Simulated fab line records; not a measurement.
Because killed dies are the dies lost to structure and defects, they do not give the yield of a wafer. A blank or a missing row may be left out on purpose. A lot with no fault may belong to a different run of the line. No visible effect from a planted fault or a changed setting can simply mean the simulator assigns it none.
What tool caused it? || flow gf180mcu || Sampling: 13 lots, 39 wafers, 5 of 602 route steps

== WHAT EACH GAUGE READ, for each wafer ==
GF_SAB_OVL_MEAS_10.
{"lot": "L488", "measured": "day 15 08:39", "on": "overlay-02", "SAB_OVL (nm)": "1.1 3.1 2.0"}
{"lot": "L490", "measured": "day 15 17:25", "on": "overlay-02", "SAB_OVL (nm)": "2.0 1.2 -0.2"}
{"lot": "L489", "measured": "day 15 19:15", "on": "overlay-01", "SAB_OVL (nm)": "2.4 1.8 3.8"}
{"lot": "L491", "measured": "day 16 11:36", "on": "overlay-01", "SAB_OVL (nm)": "2.1 0.8 1.4"}
{"lot": "L493", "measured": "day 17 07:57", "on": "overlay-02", "SAB_OVL (nm)": "1.7 2.1 2.4"}
{"lot": "L495", "measured": "day 17 15:57", "on": "overlay-02", "SAB_OVL (nm)": "1.0 -0.2 0.8"}
{"lot": "L501", "measured": "day 19 23:20", "on": "overlay-01", "SAB_OVL (nm)": "-1.1 2.2 1.0"}
{"lot": "L502", "measured": "day 20 02:35", "on": "overlay-01", "SAB_OVL (nm)": "1.8 1.6 2.3"}
{"lot": "L503", "measured": "day 20 16:00", "on": "overlay-02", "SAB_OVL (nm)": "-2.4 -0.7 -1.7"}
{"lot": "L505", "measured": "day 21 10:13", "on": "overlay-02", "SAB_OVL (nm)": "0.2 1.2 2.1"}
{"lot": "L508", "measured": "day 22 09:48", "on": "overlay-02", "SAB_OVL (nm)": "-1.0 0.2 0.3"}
{"lot": "L509", "measured": "day 22 10:33", "on": "overlay-02", "SAB_OVL (nm)": "-1.4 -0.1 -1.1"}
{"lot": "L510", "measured": "day 22 20:52", "on": "overlay-01", "SAB_OVL (nm)": "-0.2 0.8 1.8"}

GF_CONTACT_BOW_MEAS_05.
{"lot": "L488", "measured": "day 15 10:08", "on": "filmMetro-04", "CONTACT_BOW (um)": "65 55 65"}
{"lot": "L490", "measured": "day 15 18:52", "on": "filmMetro-02", "CONTACT_BOW (um)": "62 65 65"}
{"lot": "L489", "measured": "day 15 20:44", "on": "filmMetro-02", "CONTACT_BOW (um)": "61 62 74"}
{"lot": "L491", "measured": "day 16 13:15", "on": "filmMetro-02", "CONTACT_BOW (um)": "70 60 71"}
{"lot": "L493", "measured": "day 17 09:25", "on": "filmMetro-04", "CONTACT_BOW (um)": "52 66 63"}
{"lot": "L495", "measured": "day 17 17:26", "on": "filmMetro-02", "CONTACT_BOW (um)": "74 74 61"}
{"lot": "L501", "measured": "day 20 00:50", "on": "filmMetro-01", "CONTACT_BOW (um)": "57 62 59"}
{"lot": "L502", "measured": "day 20 04:04", "on": "filmMetro-02", "CONTACT_BOW (um)": "61 79 63"}
{"lot": "L503", "measured": "day 20 17:26", "on": "filmMetro-01", "CONTACT_BOW (um)": "65 65 73"}
{"lot": "L505", "measured": "day 21 11:43", "on": "filmMetro-01", "CONTACT_BOW (um)": "59 59 79"}
{"lot": "L508", "measured": "day 22 11:16", "on": "filmMetro-02", "CONTACT_BOW (um)": "51 57 61"}
{"lot": "L509", "measured": "day 22 12:02", "on": "filmMetro-04", "CONTACT_BOW (um)": "66 68 66"}
{"lot": "L510", "measured": "day 22 22:20", "on": "filmMetro-02", "CONTACT_BOW (um)": "63 75 59"}

GF_V1_THK_MEAS_01.
{"lot": "L488", "measured": "day 17 10:08", "on": "filmMetro-04", "V1_CVD_00_THK (nm)": "608 602 607"}
{"lot": "L490", "measured": "day 17 18:45", "on": "filmMetro-01", "V1_CVD_00_THK (nm)": "602 599 594"}
{"lot": "L489", "measured": "day 17 20:50", "on": "filmMetro-03", "V1_CVD_00_THK (nm)": "599 594 600"}
{"lot": "L491", "measured": "day 18 14:32", "on": "filmMetro-01", "V1_CVD_00_THK (nm)": "304 592 606 304 592 606"}
{"lot": "L493", "measured": "day 19 12:15", "on": "filmMetro-04", "V1_CVD_00_THK (nm)": "304 613 306 304 612 306"}
{"lot": "L495", "measured": "day 19 18:39", "on": "filmMetro-04", "V1_CVD_00_THK (nm)": "598 601 596"}
{"lot": "L501", "measured": "day 22 02:39", "on": "filmMetro-04", "V1_CVD_00_THK (nm)": "600 603 605"}
{"lot": "L502", "measured": "day 22 06:20", "on": "filmMetro-01", "V1_CVD_00_THK (nm)": "589 591 601"}
{"lot": "L503", "measured": "day 22 19:00", "on": "filmMetro-01", "V1_CVD_00_THK (nm)": "600 592 597"}
{"lot": "L505", "measured": "day 23 12:50", "on": "filmMetro-04", "V1_CVD_00_THK (nm)": "601 608 597"}
{"lot": "L508", "measured": "day 24 10:46", "on": "filmMetro-03", "V1_CVD_00_THK (nm)": "606 607 601"}
{"lot": "L509", "measured": "day 24 11:25", "on": "filmMetro-03", "V1_CVD_00_THK (nm)": "606 602 595"}
{"lot": "L510", "measured": "day 24 22:11", "on": "filmMetro-04", "V1_CVD_00_THK (nm)": "603 603 610"}

GF_V1_RS_MEAS_24: uses a four-point probe to measure.
{"lot": "L488", "measured": "day 18 11:43", "on": "filmMetro-04", "V1_W_RS (ohm/sq)": "0.332 0.322 0.333"}
{"lot": "L490", "measured": "day 18 18:56", "on": "filmMetro-04", "V1_W_RS (ohm/sq)": "0.326 0.334 0.331"}
{"lot": "L489", "measured": "day 18 21:20", "on": "filmMetro-04", "V1_W_RS (ohm/sq)": "0.333 0.330 0.333"}
{"lot": "L491", "measured": "day 19 16:13", "on": "filmMetro-03", "V1_W_RS (ohm/sq)": "0.327 0.321 0.329"}
{"lot": "L493", "measured": "day 20 13:44", "on": "filmMetro-01", "V1_W_RS (ohm/sq)": "0.329 0.322 0.331"}
{"lot": "L495", "measured": "day 20 21:06", "on": "filmMetro-04", "V1_W_RS (ohm/sq)": "0.331 0.335 0.333"}
{"lot": "L501", "measured": "day 23 03:30", "on": "filmMetro-03", "V1_W_RS (ohm/sq)": "0.328 0.320 0.319"}
{"lot": "L502", "measured": "day 23 06:46", "on": "filmMetro-04", "V1_W_RS (ohm/sq)": "0.333 0.335 0.330"}
{"lot": "L503", "measured": "day 23 19:22", "on": "filmMetro-04", "V1_W_RS (ohm/sq)": "0.318 0.334 0.318"}
{"lot": "L505", "measured": "day 24 13:19", "on": "filmMetro-04", "V1_W_RS (ohm/sq)": "0.329 0.330 0.329"}
{"lot": "L508", "measured": "day 25 09:22", "on": "filmMetro-01", "V1_W_RS (ohm/sq)": "0.330 0.332 0.330"}
{"lot": "L509", "measured": "day 25 09:39", "on": "filmMetro-03", "V1_W_RS (ohm/sq)": "0.323 0.328 0.327"}
{"lot": "L510", "measured": "day 25 20:32", "on": "filmMetro-03", "V1_W_RS (ohm/sq)": "0.333 0.328 0.333"}

== WHICH TOOL RAN EACH LOT (tool, then ch and the chambers of the sampled wafers, then the start) ==
{"lot": "L488", "GF_V1_CVD_00": "hdpcvd-01 ch 0,2, day 17 10:04"}
{"lot": "L490", "GF_V1_CVD_00": "hdpcvd-02 ch 0,1,2, day 17 18:40"}
{"lot": "L489", "GF_V1_CVD_00": "hdpcvd-02 ch 0,1, day 17 20:46"}
{"lot": "L491", "GF_V1_CVD_00": "hdpcvd-02 ch 0,1,2, day 18 14:28"}
{"lot": "L493", "GF_V1_CVD_00": "hdpcvd-02 ch 0,2, day 19 12:11"}
{"lot": "L495", "GF_V1_CVD_00": "hdpcvd-01 ch 0,2, day 19 18:35"}
{"lot": "L501", "GF_V1_CVD_00": "hdpcvd-01 ch 0,1,2, day 22 02:35"}
{"lot": "L502", "GF_V1_CVD_00": "hdpcvd-02 ch 1,2, day 22 06:14"}
{"lot": "L503", "GF_V1_CVD_00": "hdpcvd-02 ch 0,2, day 22 18:56"}
{"lot": "L505", "GF_V1_CVD_00": "hdpcvd-01 ch 0,1, day 23 12:45"}
{"lot": "L508", "GF_V1_CVD_00": "hdpcvd-02 ch 0,1,2, day 24 10:41"}
{"lot": "L509", "GF_V1_CVD_00": "hdpcvd-01 ch 0,1,2, day 24 11:20"}
{"lot": "L510", "GF_V1_CVD_00": "hdpcvd-01 ch 0,1,2, day 24 22:06"}
- GF_V1_CVD_00: deposits SiO2, target thk 600 nm, time 100 s.

== WHAT THE TOOLS THEMSELVES READ (means of the sampled wafers that have a number; where no wafer has one, the mark that the record gives instead) ==
GF_V1_CVD_00.
{"lot": "L488", "tool": "hdpcvd-01", "pressureMtorr (mTorr)": 5.999, "sih4FlowSccm (sccm)": 59.94}
{"lot": "L490", "tool": "hdpcvd-02", "pressureMtorr (mTorr)": 5.990, "sih4FlowSccm (sccm)": 60.11}
{"lot": "L489", "tool": "hdpcvd-02", "pressureMtorr (mTorr)": 5.989, "sih4FlowSccm (sccm)": 59.87}
{"lot": "L491", "tool": "hdpcvd-02", "pressureMtorr (mTorr)": 6.009, "sih4FlowSccm (sccm)": 50.03}
{"lot": "L493", "tool": "hdpcvd-02", "pressureMtorr (mTorr)": 6.007, "sih4FlowSccm (sccm)": 39.72}
{"lot": "L495", "tool": "hdpcvd-01", "pressureMtorr (mTorr)": 6.011, "sih4FlowSccm (sccm)": 59.90}
{"lot": "L501", "tool": "hdpcvd-01", "pressureMtorr (mTorr)": 5.993, "sih4FlowSccm (sccm)": 59.96}
{"lot": "L502", "tool": "hdpcvd-02", "pressureMtorr (mTorr)": 5.995, "sih4FlowSccm (sccm)": 59.96}
{"lot": "L503", "tool": "hdpcvd-02", "pressureMtorr (mTorr)": 5.995, "sih4FlowSccm (sccm)": 59.83}
{"lot": "L505", "tool": "hdpcvd-01", "pressureMtorr (mTorr)": 6.013, "sih4FlowSccm (sccm)": 60.00}
{"lot": "L508", "tool": "hdpcvd-02", "pressureMtorr (mTorr)": 5.995, "sih4FlowSccm (sccm)": 59.92}
{"lot": "L509", "tool": "hdpcvd-01", "pressureMtorr (mTorr)": 5.996, "sih4FlowSccm (sccm)": 60.03}
{"lot": "L510", "tool": "hdpcvd-01", "pressureMtorr (mTorr)": 6.005, "sih4FlowSccm (sccm)": 59.82}

== THE ANSWER, worked out from the rows above alone ==
Rule: the usual values come from the lots themselves. The widest of any qualifying gaps counts: lots, ordered by their means at a reading, are off when they make up no more than a third of the lots, leave a main group of 4 or more, and stand apart from it by 3 or more times the standard deviation of that group's means. If all means in a main group match to the digits the tables above print for the reading, that group is not used. Also off: a lot with no number at a reading for which 4 or more lots have one. The other lots that the step has rows for count as sound. The gauges are gone through in route order, then the tools' own readings, and for those a lot's mean is taken as printed above. At the first step where some lot is off, the reading lying furthest off is the one used; lots without a number count as furthest.
Off: at GF_V1_THK_MEAS_01 (V1_CVD_00_THK), L491, L493. The main group has a mean of 601 nm with a standard deviation of 3.8.
If a tool, at a process step before that reading, ran all the lots that are off and no sound lot after the first of them, it fits. Not tried: the gauges at GF_V1_THK_MEAS_01; whatever is off there is also off at GF_V1_CVD_00, on other tools, and gauge error can't account for it. Of those tried, none fits.

== WHAT THE SIMULATOR HAD PUT IN ==
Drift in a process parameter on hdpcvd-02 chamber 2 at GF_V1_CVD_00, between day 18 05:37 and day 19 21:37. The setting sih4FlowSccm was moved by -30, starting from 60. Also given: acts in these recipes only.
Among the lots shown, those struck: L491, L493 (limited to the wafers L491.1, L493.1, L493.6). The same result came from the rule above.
